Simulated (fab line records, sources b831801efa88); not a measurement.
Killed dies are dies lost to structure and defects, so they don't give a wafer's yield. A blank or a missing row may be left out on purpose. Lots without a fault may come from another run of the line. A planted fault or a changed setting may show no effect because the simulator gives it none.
Which tool did it? | flow gf180mcu | 14 lots, 42 wafers sampled, at 5 steps of a route of 602

WHAT THE GAUGES READ, wafer by wafer
GF_VT_IMPLANT_OVL_MEAS_18. Usual: VT_IMPLANT_01_OVL -0.4 nm, standard deviation 1.4.
lot  | measured     | on         | VT_IMPLANT_01_OVL (nm) | flag
L908 | day 6 04:22  | overlay-01 | -2.9 -0.1 -1.6         |
L909 | day 6 09:07  | overlay-02 | -1.4 -0.3 -2.7         |
L911 | day 7 00:01  | overlay-02 | 1.5 0.0 0.6            |
L912 | day 7 05:41  | overlay-01 | -0.3 -0.3 -0.1         |
L913 | day 7 11:58  | overlay-01 | 0.7 1.5 -0.3           |
L915 | day 7 22:44  | overlay-02 | -1.0 -2.1 0.1          |
L917 | day 9 04:34  | overlay-02 | 0.9 0.6 0.1            |
L918 | day 9 07:26  | overlay-01 | -1.0 0.9 -2.0          |
L923 | day 10 06:43 | overlay-01 | -2.8 -3.1 -3.1         |
L924 | day 10 12:35 | overlay-02 | -1.8 -1.4 -1.6         |
L928 | day 11 15:07 | overlay-02 | -1.2 0.4 -0.5          |
L929 | day 11 19:10 | overlay-01 | -0.6 -1.2 1.5          |
L930 | day 12 03:56 | overlay-02 | 1.9 1.7 1.7            |
L931 | day 12 10:41 | overlay-02 | -1.1 0.9 -0.8          |

GF_VT_IMPLANT_TW_MEAS_21. Usual: VT_IMPLANT_2_TW 1215, standard deviation 6.3.
lot  | measured     | on            | VT_IMPLANT_2_TW | flag
L908 | day 6 04:40  | film_metro-03 | 1209 1210 1203  |
L909 | day 6 09:24  | film_metro-03 | 1213 1214 1216  |
L911 | day 7 00:19  | film_metro-02 | 1222 1207 1219  |
L912 | day 7 05:58  | film_metro-02 | 1219 1225 1219  |
L913 | day 7 12:16  | film_metro-01 | 1205 1213 1212  |
L915 | day 7 23:02  | film_metro-01 | 1218 1217 1216  |
L917 | day 9 04:55  | film_metro-01 | 1202 1213 1205  |
L918 | day 9 07:43  | film_metro-01 | 1212 1212 1209  |
L923 | day 10 07:19 | film_metro-03 | 1520 1523 1516  | OFF
L924 | day 10 12:52 | film_metro-01 | 1207 1217 1209  |
L928 | day 11 15:52 | film_metro-02 | 1524 1518 1515  | OFF
L929 | day 11 19:27 | film_metro-02 | 1216 1214 1216  |
L930 | day 12 04:13 | film_metro-01 | 1204 1203 1213  |
L931 | day 12 10:59 | film_metro-01 | 1212 1213 1209  |

GF_HV_LDD_THK_MEAS_57. Usual: HV_LDD_CVD_56_THK 90.0 nm, standard deviation 0.91.
lot  | measured     | on            | HV_LDD_CVD_56_THK (nm) | flag
L908 | day 12 09:52 | film_metro-03 | 90.0 90.7 90.0         |
L909 | day 12 13:04 | film_metro-01 | 91.3 91.6 90.9         |
L911 | day 13 13:32 | film_metro-03 | 89.8 90.0 89.5         |
L912 | day 13 17:38 | film_metro-04 | 90.5 90.2 90.4         |
L913 | day 14 03:04 | film_metro-01 | 90.2 90.6 91.0         |
L915 | day 14 21:11 | film_metro-01 | 90.5 90.4 89.6         |
L917 | day 16 07:56 | film_metro-04 | 89.6 90.8 91.5         |
L918 | day 16 11:20 | film_metro-04 | 87.8 87.9 87.6         |
L923 | day 17 16:11 | film_metro-01 | 91.0 91.0 90.5         |
L924 | day 17 22:47 | film_metro-01 | 90.3 90.1 90.5         |
L928 | day 19 07:28 | film_metro-01 | 89.9 89.5 89.8         |
L929 | day 19 19:23 | film_metro-03 | 90.0 90.3 90.3         |
L930 | day 20 03:47 | film_metro-04 | 89.1 88.1 88.5         |
L931 | day 20 09:00 | film_metro-04 | 90.3 90.2 89.8         |

GF_M1_RS_MEAS_05: measures by four-point-probe. Usual: M1_ALCU_RS 0.0690 ohm/sq, standard deviation 0.0008.
lot  | measured     | on            | M1_ALCU_RS (ohm/sq)  | flag
L908 | day 15 23:16 | film_metro-01 | 0.0699 0.0692 0.0702 |
L909 | day 16 05:02 | film_metro-01 | 0.0689 0.0696 0.0699 |
L911 | day 17 08:29 | film_metro-02 | 0.0694 0.0691 0.0700 |
L912 | day 17 13:17 | film_metro-01 | 0.0695 0.0691 0.0706 |
L913 | day 17 22:23 | film_metro-01 | 0.0686 0.0686 0.0682 |
L915 | day 18 18:34 | film_metro-03 | 0.0698 0.0691 0.0689 |
L917 | day 20 10:50 | film_metro-02 | 0.0692 0.0691 0.0699 |
L918 | day 20 14:24 | film_metro-03 | 0.0681 0.0690 0.0678 |
L923 | day 21 21:01 | film_metro-03 | 0.0685 0.0685 0.0694 |
L924 | day 22 02:42 | film_metro-01 | 0.0687 0.0680 0.0687 |
L928 | day 23 10:02 | film_metro-02 | 0.0703 0.0691 0.0702 |
L929 | day 23 20:54 | film_metro-01 | 0.0695 0.0691 0.0685 |
L930 | day 24 05:00 | film_metro-02 | 0.0685 0.0695 0.0688 |
L931 | day 24 08:33 | film_metro-01 | 0.0681 0.0677 0.0682 |

WHICH TOOL RAN EACH LOT (tool, then ch and the chambers of the sampled wafers, then the start)
lot  | GF_VT_IMPLANT_IMPLANT_19
L908 | implanter-02 ch 0, day 6 04:26
L909 | implanter-03 ch 0, day 6 09:09
L911 | implanter-02 ch 0, day 7 00:04
L912 | implanter-03 ch 0, day 7 05:44
L913 | implanter-02 ch 0, day 7 12:01
L915 | implanter-02 ch 0, day 7 22:50
L917 | implanter-03 ch 0, day 9 04:37
L918 | implanter-04 ch 0, day 9 07:29
L923 | implanter-03 ch 0, day 10 06:45
L924 | implanter-03 ch 0, day 10 12:38
L928 | implanter-03 ch 0, day 11 15:09
L929 | implanter-04 ch 0, day 11 19:12
L930 | implanter-03 ch 0, day 12 03:59
L931 | implanter-04 ch 0, day 12 10:46
- GF_VT_IMPLANT_IMPLANT_19

WHAT THE TOOLS THEMSELVES READ (means of the sampled wafers that have a number; where no wafer has one, the mark that the record gives instead)
GF_VT_IMPLANT_IMPLANT_19. Usual: dose_ions_cm2 4.349e+12, standard deviation 4.8e+09.
lot  | tool         | dose_ions_cm2 | flag
L908 | implanter-02 | 4.344e+12     |
L909 | implanter-03 | 4.348e+12     |
L911 | implanter-02 | 4.351e+12     |
L912 | implanter-03 | 4.349e+12     |
L913 | implanter-02 | 4.342e+12     |
L915 | implanter-02 | 4.347e+12     |
L917 | implanter-03 | 4.348e+12     |
L918 | implanter-04 | 4.344e+12     |
L923 | implanter-03 | 4.347e+12     |
L924 | implanter-03 | 4.349e+12     |
L928 | implanter-03 | 4.354e+12     |
L929 | implanter-04 | 4.358e+12     |
L930 | implanter-03 | 4.354e+12     |
L931 | implanter-04 | 4.346e+12     |

THE ANSWER, worked out from the rows above alone
Rule: a lot is off if the mean of its wafers that have a number lies more than 3 standard deviations from the usual mean. A lot without any number at a reading at which 4 lots or more have one is off too. The other lots that the step has rows for count as sound. The gauges are gone through in route order, then the tools' own readings, and for those a lot's mean is taken as printed above. The first step at which some lot is off is used, and at that step the reading that is off furthest; a lot without a number counts as furthest.
Off: L923, L928, at GF_VT_IMPLANT_TW_MEAS_21 (VT_IMPLANT_2_TW).
A tool fits if, at a process step before that reading, it ran every lot that is off, and no sound lot after the first of them. The gauges at GF_VT_IMPLANT_TW_MEAS_21 are tried like those tools. None of those tried fits.

WHAT THE SIMULATOR HAD PUT IN
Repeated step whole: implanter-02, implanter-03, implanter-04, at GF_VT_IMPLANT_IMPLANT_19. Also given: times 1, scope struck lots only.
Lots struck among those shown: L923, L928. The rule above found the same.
